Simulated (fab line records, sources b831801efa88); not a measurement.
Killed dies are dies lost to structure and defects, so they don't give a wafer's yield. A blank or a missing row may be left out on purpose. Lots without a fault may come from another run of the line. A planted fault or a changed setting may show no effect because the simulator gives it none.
Which tool did it? | flow gf180mcu | 12 lots, 33 wafers sampled, at 6 steps of a route of 602

WHAT THE GAUGES READ, wafer by wafer
GF_DNWELL_TW_MEAS_09. Usual: DNWELL_TW 1362, standard deviation 11.
lot  | measured    | on            | DNWELL_TW      | flag
L931 | day 2 19:14 | film_metro-02 | 1364 1372 1361 |
L932 | day 3 00:18 | film_metro-02 | 1362 1367 1365 |
L933 | day 3 07:50 | film_metro-03 | 1364 1358 1363 |
L934 | day 3 12:17 | film_metro-02 | 1360 1358 1363 |
L938 | day 4 08:48 | film_metro-04 | 1380           |
L942 | day 5 04:13 | film_metro-02 | 1378           |
L945 | day 5 21:25 | film_metro-02 | 1364 1365 1350 |
L947 | day 6 06:28 | film_metro-04 | 1359 1363 1367 |
L952 | day 7 16:53 | film_metro-04 | 1380 1373 1386 |
L953 | day 7 17:08 | film_metro-03 | 1342 1339 1346 |
L954 | day 7 20:41 | film_metro-02 | 1373 1378 1381 |

GF_NWELL_TW_MEAS_11. Usual: NWELL_TW 1588, standard deviation 8.1.
lot  | measured    | on            | NWELL_TW       | flag
L931 | day 3 08:22 | film_metro-04 | 1580 1574 1581 |
L932 | day 3 12:53 | film_metro-01 | 1595 1595 1593 |
L933 | day 3 21:36 | film_metro-01 | 1601 1599 1601 |
L934 | day 4 01:28 | film_metro-01 | 1587 1580 1584 |
L938 | day 4 22:20 | film_metro-01 | 1590           |
L942 | day 5 19:01 | film_metro-01 | 1585           |
L945 | day 6 12:26 | film_metro-01 | 1592 1577 1585 |
L947 | day 6 21:01 | film_metro-02 | 1588 1581 1583 |
L952 | day 8 09:34 | film_metro-01 | 1594 1585 1588 |
L953 | day 8 09:43 | film_metro-01 | 1587 1583 1592 |
L954 | day 8 13:28 | film_metro-04 | 1569 1569 1576 |

WHICH TOOL RAN EACH LOT (tool, then ch and the chambers of the sampled wafers, then the start)
lot  | GF_STI_ETCH_13                    | GF_STI_ETCH_14                  | GF_STI_STRIP_15                     | GF_DNWELL_STRIP_08
L931 | rie_diel-04 ch 0,2,3, day 2 01:46 | rie_si-02 ch 1,3, day 2 01:51   | plasma_asher-04 ch 0,1, day 2 01:55 | plasma_asher-03 ch 0,1, day 2 19:08
L932 | rie_diel-01 ch 0,1, day 2 06:12   | rie_si-01 ch 0,1, day 2 06:17   | plasma_asher-04 ch 0,1, day 2 06:23 | plasma_asher-04 ch 0,1, day 3 00:13
L933 | rie_diel-04 ch 0,2, day 2 13:49   | rie_si-01 ch 0,2, day 2 13:54   | plasma_asher-04 ch 0,1, day 2 13:58 | plasma_asher-04 ch 0,1, day 3 07:44
L934 | rie_diel-04 ch 0,1,3, day 2 16:44 | rie_si-02 ch 0,1,2, day 2 16:49 | plasma_asher-02 ch 0,1, day 2 16:53 | plasma_asher-03 ch 0,1, day 3 12:11
L938 | rie_diel-04 ch 0,2, day 3 14:13   | rie_si-02 ch 0,1, day 3 14:18   | plasma_asher-02 ch 0,1, day 3 14:25 | plasma_asher-03 ch 1, day 4 08:43
L939 | rie_diel-04 ch 1,2, day 3 18:07   | rie_si-01 ch 0,1, day 3 18:14   | plasma_asher-03 ch 0, day 3 18:18   | -
L942 | rie_diel-04 ch 1,2, day 4 09:43   | rie_si-01 ch 0,3, day 4 09:48   | plasma_asher-02 ch 0,1, day 4 09:55 | plasma_asher-01 ch 1, day 5 04:08
L945 | rie_diel-03 ch 0,1, day 5 02:02   | rie_si-01 ch 1,2,3, day 5 02:09 | plasma_asher-04 ch 0,1, day 5 02:13 | plasma_asher-03 ch 0,1, day 5 21:19
L947 | rie_diel-01 ch 0,1,2, day 5 11:39 | rie_si-02 ch 0,1,3, day 5 11:43 | plasma_asher-03 ch 0,1, day 5 11:48 | plasma_asher-04 ch 0,1, day 6 06:21
L952 | rie_diel-01 ch 1,2, day 6 13:22   | rie_si-01 ch 0,1,3, day 6 13:27 | plasma_asher-02 ch 0,1, day 6 13:31 | plasma_asher-04 ch 0,1, day 7 16:46
L953 | rie_diel-03 ch 1,2,3, day 6 19:08 | rie_si-01 ch 1,2,3, day 6 19:13 | plasma_asher-02 ch 0,1, day 6 19:17 | plasma_asher-01 ch 0,1, day 7 17:02
L954 | rie_diel-01 ch 0,2,3, day 6 23:02 | rie_si-02 ch 0,1,2, day 6 23:07 | plasma_asher-04 ch 0,1, day 6 23:11 | plasma_asher-03 ch 0,1, day 7 20:35
- GF_STI_ETCH_13: etches the open film in CHF3/O2, stops on Si, target depth 282.31 nm, time 112.9 s.
- GF_STI_ETCH_14: etches Si in HBr/Cl2/O2, target depth 360 nm, time 102.9 s.
- GF_STI_STRIP_15: strips in O2/N2.
- GF_DNWELL_STRIP_08: strips in O2/N2.

WHAT THE TOOLS THEMSELVES READ (means of the sampled wafers that have a number; where no wafer has one, the mark that the record gives instead)
GF_STI_ETCH_13. Usual: drypump_motor_current_A 5.8 A, standard deviation 0.47; oes_product_au 0.830 a.u., standard deviation 0.0069; rf_fwd_power_W 596.9 W, standard deviation 2; throttle_valve_pct 8.809 %, standard deviation 0.0093.
lot  | tool        | drypump_motor_current_A (A) | oes_product_au (a.u.) | rf_fwd_power_W (W) | throttle_valve_pct (%) | flag
L931 | rie_diel-04 | 6.1                         | 0.830                 | 594.5              | 8.811                  |
L932 | rie_diel-01 | 6.2                         | 0.825                 | 595.5              | 8.813                  |
L933 | rie_diel-04 | 6.1                         | 0.825                 | 595.3              | 8.801                  |
L934 | rie_diel-04 | 6.2                         | 0.832                 | 596.8              | 8.811                  |
L938 | rie_diel-04 | 6.2                         | 0.781                 | 595.9              | 8.788                  | OFF
L939 | rie_diel-04 | 5.9                         | 0.732                 | 592.6              | 8.794                  | OFF
L942 | rie_diel-04 | 5.9                         | 0.778                 | 597.2              | 8.800                  | OFF
L945 | rie_diel-03 | 5.9                         | 0.839                 | 598.0              | 8.806                  |
L947 | rie_diel-01 | 5.8                         | 0.825                 | 595.9              | 8.804                  |
L952 | rie_diel-01 | 5.8                         | 0.831                 | 593.9              | 8.807                  |
L953 | rie_diel-03 | 5.4                         | 0.837                 | 599.4              | 8.804                  |
L954 | rie_diel-01 | 5.6                         | 0.844                 | 597.0              | 8.822                  |

GF_STI_ETCH_14. Usual: drypump_motor_current_A 5.8 A, standard deviation 0.6; oes_product_au 0.998 a.u., standard deviation 0.016; rf_fwd_power_W 596.6 W, standard deviation 2.2; throttle_valve_pct 25.660 %, standard deviation 0.013.
lot  | tool      | drypump_motor_current_A (A) | oes_product_au (a.u.) | rf_fwd_power_W (W) | throttle_valve_pct (%) | flag
L931 | rie_si-02 | 6.3                         | 0.984                 | 595.5              | 25.671                 |
L932 | rie_si-01 | 5.3                         | 1.008                 | 594.9              | 25.653                 |
L933 | rie_si-01 | 5.6                         | 0.999                 | 595.9              | 25.655                 |
L934 | rie_si-02 | 6.6                         | 0.991                 | 596.9              | 25.665                 |
L938 | rie_si-02 | 6.4                         | 0.678                 | 598.3              | 25.881                 | OFF
L939 | rie_si-01 | 5.3                         | 0.346                 | 597.7              | 26.095                 | OFF
L942 | rie_si-01 | 5.2                         | 0.692                 | 599.4              | 25.869                 | OFF
L945 | rie_si-01 | 5.3                         | 0.994                 | 597.0              | 25.656                 |
L947 | rie_si-02 | 6.3                         | 0.999                 | 595.2              | 25.654                 |
L952 | rie_si-01 | 5.2                         | 1.002                 | 598.6              | 25.658                 |
L953 | rie_si-01 | 5.3                         | 0.999                 | 594.3              | 25.666                 |
L954 | rie_si-02 | 6.6                         | 0.996                 | 597.1              | 25.665                 |

GF_STI_STRIP_15. Usual: drypump_motor_current_A 5.6 A, standard deviation 0.48; heater_power_w 341 W, standard deviation 63; oes_product_au 0.384 a.u., standard deviation 0.0056; strip_time_to_endpoint_s 3.72 s, standard deviation 0.065.
lot  | tool            | drypump_motor_current_A (A) | heater_power_w (W) | oes_product_au (a.u.) | strip_time_to_endpoint_s (s) | flag
L931 | plasma_asher-04 | 6.0                         | 356                | 0.388                 | 3.78                         |
L932 | plasma_asher-04 | 6.0                         | 398                | 0.379                 | 3.66                         |
L933 | plasma_asher-04 | 6.0                         | 361                | 0.383                 | 3.70                         |
L934 | plasma_asher-02 | 5.2                         | 380                | 0.391                 | 3.78                         |
L938 | plasma_asher-02 | 5.2                         | 364                | 0.403                 | 4.28                         | OFF
L939 | plasma_asher-03 | 5.0                         | 268                | 0.435                 | 4.85                         | OFF
L942 | plasma_asher-02 | 5.2                         | 361                | 0.405                 | 4.25                         | OFF
L945 | plasma_asher-04 | 6.1                         | 359                | 0.385                 | 3.77                         |
L947 | plasma_asher-03 | 5.7                         | 280                | 0.383                 | 3.72                         |
L952 | plasma_asher-02 | 5.1                         | 347                | 0.387                 | 3.75                         |
L953 | plasma_asher-02 | 5.2                         | 379                | 0.384                 | 3.72                         |
L954 | plasma_asher-04 | 6.0                         | 360                | 0.382                 | 3.68                         |

GF_DNWELL_STRIP_08. Usual: drypump_motor_current_A 5.8 A, standard deviation 0.42; heater_power_w 340 W, standard deviation 64; oes_product_au 0.722 a.u., standard deviation 0.0046; strip_time_to_endpoint_s 36.99 s, standard deviation 0.1.
lot  | tool            | drypump_motor_current_A (A) | heater_power_w (W) | oes_product_au (a.u.) | strip_time_to_endpoint_s (s) | flag
L931 | plasma_asher-03 | 5.7                         | 281                | 0.719                 | 37.01                        |
L932 | plasma_asher-04 | 6.0                         | 356                | 0.727                 | 36.95                        |
L933 | plasma_asher-04 | 6.1                         | 357                | 0.720                 | 37.01                        |
L934 | plasma_asher-03 | 5.4                         | 276                | 0.720                 | 36.96                        |
L938 | plasma_asher-03 | 6.1                         | 292                | 0.719                 | 36.90                        |
L942 | plasma_asher-01 | 5.7                         | 344                | 0.722                 | 37.06                        |
L945 | plasma_asher-03 | 5.7                         | 277                | 0.727                 | 37.01                        |
L947 | plasma_asher-04 | 5.9                         | 393                | 0.720                 | 37.03                        |
L952 | plasma_asher-04 | 6.0                         | 359                | 0.719                 | 36.90                        |
L953 | plasma_asher-01 | 6.0                         | 394                | 0.726                 | 37.19                        |
L954 | plasma_asher-03 | 5.7                         | 281                | 0.715                 | 36.98                        |

THE ANSWER, worked out from the rows above alone
Rule: a lot is off if the mean of its wafers that have a number lies more than 3 standard deviations from the usual mean. A lot without any number at a reading at which 4 lots or more have one is off too. The other lots that the step has rows for count as sound. The gauges are gone through in route order, then the tools' own readings, and for those a lot's mean is taken as printed above. The first step at which some lot is off is used, and at that step the reading that is off furthest; a lot without a number counts as furthest.
Off: L938, L939, L942, at GF_STI_ETCH_13 (oes_product_au).
A tool fits if, at that step or a process step before it, it ran every lot that is off, and no sound lot after the first of them. One fits: rie_diel-04 at GF_STI_ETCH_13. Its last sound lot is L934 (day 2 16:44), its first lot that is off L938 (day 3 14:13): a fault that began between those two fits.
The tool's own readings at GF_STI_ETCH_13 bear it out: on the lots that are off they differ by more than 5 times the standard deviation of the sound lots' means. oes_product_au reads 0.764 a.u. there against 0.832 a.u. on the sound lots.

WHAT THE SIMULATOR HAD PUT IN
Process parameter drift: rie_diel-04, from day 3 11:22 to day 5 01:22, at GF_STI_ETCH_13. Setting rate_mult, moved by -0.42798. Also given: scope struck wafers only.
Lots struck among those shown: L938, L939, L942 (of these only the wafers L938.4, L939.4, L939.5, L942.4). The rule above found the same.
